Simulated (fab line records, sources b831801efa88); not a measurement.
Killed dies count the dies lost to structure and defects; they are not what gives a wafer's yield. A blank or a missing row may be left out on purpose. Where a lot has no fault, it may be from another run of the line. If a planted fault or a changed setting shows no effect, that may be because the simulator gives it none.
The tool behind it: which one? -- flow sky130 -- 42 wafers from 14 lots sampled at 3 of the route's 708 steps

## WHAT EACH GAUGE READ, for each wafer
SKY_LDD_HVP_OVL_MEAS_07.
lot,measured,on,LDD_HVP_OVL (nm)
L652,day 21 17:27,overlay-01,1.6 1.4 0.5
L654,day 22 05:35,overlay-01,0.0 -2.8 -1.0
L653,day 22 06:18,overlay-02,-2.3 -2.0 -1.8
L656,day 23 04:12,overlay-01,-1.1 -1.0 0.1
L658,day 23 18:44,overlay-02,0.2 1.7 0.0
L659,day 25 00:38,overlay-01,-2.5 -3.2 -2.1
L660,day 25 01:20,overlay-02,-0.5 0.5 -1.9
L661,day 25 12:51,overlay-01,-3.4 -5.5 -4.0
L663,day 26 06:20,overlay-01,-0.6 0.3 0.3
L668,day 28 07:05,overlay-02,-3.2 -1.3 -2.4
L670,day 28 19:00,overlay-02,-1.1 -2.1 -2.4
L672,day 28 19:17,overlay-01,-1.0 -0.4 0.1
L674,day 29 14:02,overlay-02,1.2 -0.1 -0.2
L675,day 29 15:05,overlay-01,-3.2 -2.2 -1.6

SKY_LI_CONTACT_CD_MEAS_12: the cd target is 170 nm.
lot,measured,on,cd nm (nm)
L652,day 29 05:00,cd sem-01,169.9 168.2 168.3
L654,day 29 16:26,cd sem-01,168.6 169.8 168.4
L653,day 29 18:15,cd sem-02,169.8 170.5 169.8
L656,day 30 15:29,cd sem-01,169.9 169.2 167.7
L658,day 31 03:25,cd sem-01,170.3 170.9 172.3
L659,day 32 06:23,cd sem-01,168.7 169.6 168.9
L660,day 32 08:17,cd sem-01,168.2 168.4 169.4
L661,day 32 17:43,cd sem-01,170.1 171.5 169.9
L663,day 33 10:08,cd sem-02,169.8 170.5 169.0
L668,day 35 08:11,cd sem-02,171.3 170.1 169.6
L670,day 35 19:39,cd sem-01,168.7 169.0 170.8
L672,day 35 19:58,cd sem-02,169.9 170.8 168.6
L674,day 36 12:18,cd sem-01,168.6 169.7 169.3
L675,day 36 13:14,cd sem-02,170.1 171.3 171.2

## WHAT TOOL EACH LOT RAN ON (gives the tool, then ch and the chambers of the sampled wafers, and finally the start)
lot,SKY_SD_N_SOFTBAKE_03
L652,"litho track-04 ch 0, day 27 08:51"
L654,"litho track-01 ch 0, day 27 21:05"
L653,"litho track-02 ch 0, day 27 22:19"
L656,"litho track-04 ch 0, day 28 19:51"
L658,"litho track-02 ch 0, day 29 09:08"
L659,"litho track-02 ch 0, day 30 11:05"
L660,"litho track-02 ch 0, day 30 13:53"
L661,"litho track-04 ch 0, day 30 22:54"
L663,"litho track-02 ch 0, day 31 15:59"
L668,"litho track-02 ch 0, day 33 15:05"
L670,"litho track-02 ch 0, day 34 02:17"
L672,"litho track-01 ch 0, day 34 02:31"
L674,"litho track-04 ch 0, day 34 19:33"
L675,"litho track-04 ch 0, day 34 20:08"
- SKY_SD_N_SOFTBAKE_03: time 60 s.

## WHAT THE TOOLS THEMSELVES READ (means of the sampled wafers that have a number; where no wafer has one, the mark that the record gives instead)
SKY_SD_N_SOFTBAKE_03.
lot,tool,heater power total W (W),plate temp C (C)
L652,litho track-04,56.58,89.95
L654,litho track-01,56.58,90.05
L653,litho track-02,56.62,89.96
L656,litho track-04,56.62,90.04
L658,litho track-02,56.60,90.21
L659,litho track-02,56.60,90.00
L660,litho track-02,56.63,90.09
L661,litho track-04,56.57,89.79
L663,litho track-02,56.58,89.81
L668,litho track-02,57.44,90.93
L670,litho track-02,57.44,91.10
L672,litho track-01,56.58,90.15
L674,litho track-04,56.66,89.91
L675,litho track-04,56.59,90.01

## THE ANSWER, worked out from the rows above alone
Rule: the usual values come from the lots themselves. The widest of any qualifying gaps counts: lots, ordered by their means at a reading, are off when they make up no more than a third of the lots, leave a main group of 4 or more, and stand apart from it by 3 or more times the standard deviation of that group's means. The tables above print the reading to a certain number of digits; a main group whose means all agree to those digits is not used. Also off: a lot with no number at a reading for which 4 or more lots have one. Any other lot the step has rows for is counted as sound. After the gauges, taken in route order, come the tools' own readings; for these a lot's mean is taken, as printed above. The first step at which some lot is off is used, and at that step the reading that is off furthest; a lot without a number counts as furthest.
Off, at SKY_SD_N_SOFTBAKE_03 on heater power total W: L668, L670. Mean 56.60 W and standard deviation 0.026 in the main group.
A tool fits if, at that step or a process step before it, it ran every lot that is off, and no sound lot after the first of them. One fits: litho track-02 at SKY_SD_N_SOFTBAKE_03. A fault onset in the window from L663 (day 31 15:59, its last sound lot) to L668 (day 33 15:05, its first lot off) fits.
The tool's own readings at SKY_SD_N_SOFTBAKE_03 bear it out: on the lots that are off they differ by more than 5 times the standard deviation of the sound lots' means. heater power total W reads 57.44 W there against 56.60 W on the sound lots; plate temp C reads 91.02 C there against 90.00 C on the sound lots.

## WHAT WAS PUT IN BY THE SIMULATOR
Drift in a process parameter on litho track-02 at SKY_SD_N_SOFTBAKE_03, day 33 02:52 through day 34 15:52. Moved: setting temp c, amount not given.
Struck lots among those shown: L668, L670. This agrees with what the rule above found.
